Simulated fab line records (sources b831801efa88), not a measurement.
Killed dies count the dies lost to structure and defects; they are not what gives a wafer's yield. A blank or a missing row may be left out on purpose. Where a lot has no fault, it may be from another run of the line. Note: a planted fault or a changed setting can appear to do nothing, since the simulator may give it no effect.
Which tool was responsible? | flow sky130 | 13 lots, 39 wafers sampled, at 5 steps of a route of 708

## WHAT EACH GAUGE READ, for each wafer
SKY_VT_ADJUST_NCORE_CD_MEAS_07 targets a cd of 380 nm. Usual: cd-nm reads 379.4 nm (standard deviation 2.1).
lot  | measured     | on        | cd-nm (nm)        | flag
L449 | day 8 12:18  | cd-sem-02 | 382.5 381.7 383.0 |
L452 | day 9 08:27  | cd-sem-02 | 379.8 379.1 380.0 |
L456 | day 10 20:50 | cd-sem-01 | 377.3 379.2 376.9 |
L458 | day 11 14:16 | cd-sem-01 | 381.2 380.8 382.7 |
L461 | day 11 20:50 | cd-sem-02 | 382.6 380.0 379.8 |
L462 | day 12 14:26 | cd-sem-01 | 382.6 381.2 382.7 |
L463 | day 12 15:13 | cd-sem-02 | 380.1 381.2 382.3 |
L464 | day 12 21:17 | cd-sem-01 | 377.5 380.8 378.0 |
L466 | day 13 16:56 | cd-sem-02 | 377.8 381.0 380.1 |
L468 | day 14 17:11 | cd-sem-01 | 376.9 380.1 382.4 |
L470 | day 14 20:15 | cd-sem-01 | 375.5 376.9 379.0 |
L471 | day 14 22:34 | cd-sem-01 | 377.3 375.5 377.6 |
L472 | day 15 19:32 | cd-sem-02 | 382.4 380.7 379.4 |

SKY_VT_ADJUST_NCORE_TW_MEAS_11. Usual: for VT_ADJUST_NCORE_TW the level is 219.3 and the standard deviation is 1.7.
lot  | measured     | on            | VT_ADJUST_NCORE_TW | flag
L449 | day 8 12:42  | film-metro-01 | 218.3 218.5 219.6  |
L452 | day 9 20:46  | film-metro-01 | 218.0 219.7 219.4  |
L456 | day 10 21:14 | film-metro-02 | 220.7 221.4 220.1  |
L458 | day 11 14:40 | film-metro-01 | 216.2 215.7 215.6  |
L461 | day 11 21:14 | film-metro-02 | 188.4 188.6 188.7  | OFF
L462 | day 12 14:50 | film-metro-03 | 218.6 219.3 220.6  |
L463 | day 12 15:37 | film-metro-03 | 187.2 188.6 187.4  | OFF
L464 | day 12 21:41 | film-metro-03 | 219.7 220.7 220.2  |
L466 | day 13 17:20 | film-metro-01 | 216.5 216.9 216.6  |
L468 | day 14 17:35 | film-metro-02 | 221.9 222.6 223.1  |
L470 | day 14 20:39 | film-metro-01 | 216.2 216.1 216.5  |
L471 | day 14 22:58 | film-metro-02 | 221.8 221.2 221.7  |
L472 | day 15 19:56 | film-metro-03 | 218.5 219.9 218.7  |

SKY_SONOS_ONO_THK_MEAS_05. Usual: for SONOS_ONO_CVD_04_THK the level is 5.75 nm and the standard deviation is 0.12.
lot  | measured     | on            | SONOS_ONO_CVD_04_THK (nm) | flag
L449 | day 11 20:55 | film-metro-02 | 5.72 5.73 5.85            |
L452 | day 12 17:01 | film-metro-03 | 5.59 5.61 5.72            |
L456 | day 14 05:02 | film-metro-01 | 5.87 5.77 5.73            |
L458 | day 14 23:04 | film-metro-02 | 5.57 5.63 5.67            |
L461 | day 15 07:27 | film-metro-03 | 5.57 5.51 5.57            |
L462 | day 16 03:03 | film-metro-03 | 5.78 5.76 5.67            |
L463 | day 16 04:25 | film-metro-03 | 5.66 5.80 5.73            |
L464 | day 16 10:50 | film-metro-01 | 5.72 5.81 5.92            |
L466 | day 17 07:47 | film-metro-02 | 5.71 5.79 5.61            |
L468 | day 18 14:20 | film-metro-02 | 5.96 5.93 5.96            |
L470 | day 18 15:51 | film-metro-01 | 5.67 5.66 5.76            |
L471 | day 18 19:10 | film-metro-01 | 5.69 5.63 5.65            |
L472 | day 19 16:47 | film-metro-03 | 5.72 5.83 5.77            |

SKY_POLY_GATE_THK_MEAS_04. Usual: for POLY_GATE_CVD_03_THK the level is 75.3 nm and the standard deviation is 0.74.
lot  | measured     | on            | POLY_GATE_CVD_03_THK (nm) | flag
L449 | day 15 12:59 | film-metro-04 | 74.6 74.8 74.7            |
L452 | day 16 06:25 | film-metro-04 | 74.5 75.1 75.4            |
L456 | day 18 00:55 | film-metro-03 | 74.8 74.2 75.3            |
L458 | day 18 19:13 | film-metro-04 | 75.3 74.9 75.2            |
L461 | day 19 07:02 | film-metro-02 | 74.3 74.3 74.2            |
L462 | day 20 04:09 | film-metro-02 | 74.2 74.6 74.7            |
L463 | day 20 06:35 | film-metro-03 | 75.1 75.1 75.4            |
L464 | day 20 13:43 | film-metro-03 | 75.2 74.7 74.3            |
L466 | day 21 11:50 | film-metro-04 | 75.0 75.8 74.7            |
L468 | day 22 16:30 | film-metro-04 | 75.4 74.9 75.5            |
L470 | day 22 20:04 | film-metro-03 | 76.8 75.8 75.7            |
L471 | day 22 23:31 | film-metro-04 | 75.5 75.1 74.9            |
L472 | day 24 02:33 | film-metro-04 | 74.8 74.5 74.9            |

## WHICH TOOL RAN EACH LOT (tool, then ch and the chambers of the sampled wafers, then the start)
lot  | SKY_VT_ADJUST_NCORE_IMPLANT_09
L449 | implanter-02 ch 0, day 8 12:28
L452 | implanter-03 ch 0, day 9 20:32
L456 | implanter-02 ch 0, day 10 20:59
L458 | implanter-03 ch 0, day 11 14:26
L461 | implanter-03 ch 0, day 11 20:59
L462 | implanter-02 ch 0, day 12 14:35
L463 | implanter-03 ch 0, day 12 15:23
L464 | implanter-02 ch 0, day 12 21:26
L466 | implanter-04 ch 0, day 13 17:05
L468 | implanter-02 ch 0, day 14 17:20
L470 | implanter-02 ch 0, day 14 20:25
L471 | implanter-04 ch 0, day 14 22:44
L472 | implanter-03 ch 0, day 15 19:41
- SKY_VT_ADJUST_NCORE_IMPLANT_09

## WHAT THE TOOLS THEMSELVES READ (means of the sampled wafers that have a number; where no wafer has one, the mark that the record gives instead)
SKY_VT_ADJUST_NCORE_IMPLANT_09. Usual: beam-on-s 10.00 s, standard deviation 0.23; dose-ions-cm2 2.3991e+12, standard deviation 2.4e+09; faraday-current-uA 13.5, standard deviation 0.31.
lot  | tool         | beam-on-s (s) | dose-ions-cm2 | faraday-current-uA | flag
L449 | implanter-02 | 9.83          | 2.4022e+12    | 13.8               |
L452 | implanter-03 | 10.13         | 2.3965e+12    | 13.4               |
L456 | implanter-02 | 9.95          | 2.4015e+12    | 13.6               |
L458 | implanter-03 | 9.95          | 2.3954e+12    | 13.6               |
L461 | implanter-03 | 10.13         | 1.3880e+12    | 7.7                | OFF
L462 | implanter-02 | 9.94          | 2.4010e+12    | 13.6               |
L463 | implanter-03 | 10.03         | 1.3921e+12    | 7.8                | OFF
L464 | implanter-02 | 10.02         | 2.3971e+12    | 13.5               |
L466 | implanter-04 | 9.88          | 2.4012e+12    | 13.7               |
L468 | implanter-02 | 9.95          | 2.4012e+12    | 13.6               |
L470 | implanter-02 | 10.01         | 2.3999e+12    | 13.5               |
L471 | implanter-04 | 10.25         | 2.3995e+12    | 13.2               |
L472 | implanter-03 | 9.70          | 2.3996e+12    | 13.9               |

## THE ANSWER, worked out from the rows above alone
Rule: a lot is off if the mean of its wafers that have a number lies more than 3 standard deviations from the usual mean. A lot without any number at a reading at which 4 lots or more have one is off too. Where the step has rows for the other lots, those lots are counted as sound. After the gauges, taken in route order, come the tools' own readings; for these a lot's mean is taken, as printed above. At the first step where some lot is off, the reading lying furthest off is the one used; lots without a number count as furthest.
Off: at SKY_VT_ADJUST_NCORE_TW_MEAS_11 (VT_ADJUST_NCORE_TW), L461, L463.
A tool fits if, at a process step before that reading, it ran every lot that is off, and no sound lot after the first of them. The gauges at SKY_VT_ADJUST_NCORE_TW_MEAS_11 aren't tried: what is off there is off at SKY_VT_ADJUST_NCORE_IMPLANT_09 too, on other tools, and a gauge's error can't cause that. Not one of the candidates tried fits.

## WHAT WAS PUT IN BY THE SIMULATOR
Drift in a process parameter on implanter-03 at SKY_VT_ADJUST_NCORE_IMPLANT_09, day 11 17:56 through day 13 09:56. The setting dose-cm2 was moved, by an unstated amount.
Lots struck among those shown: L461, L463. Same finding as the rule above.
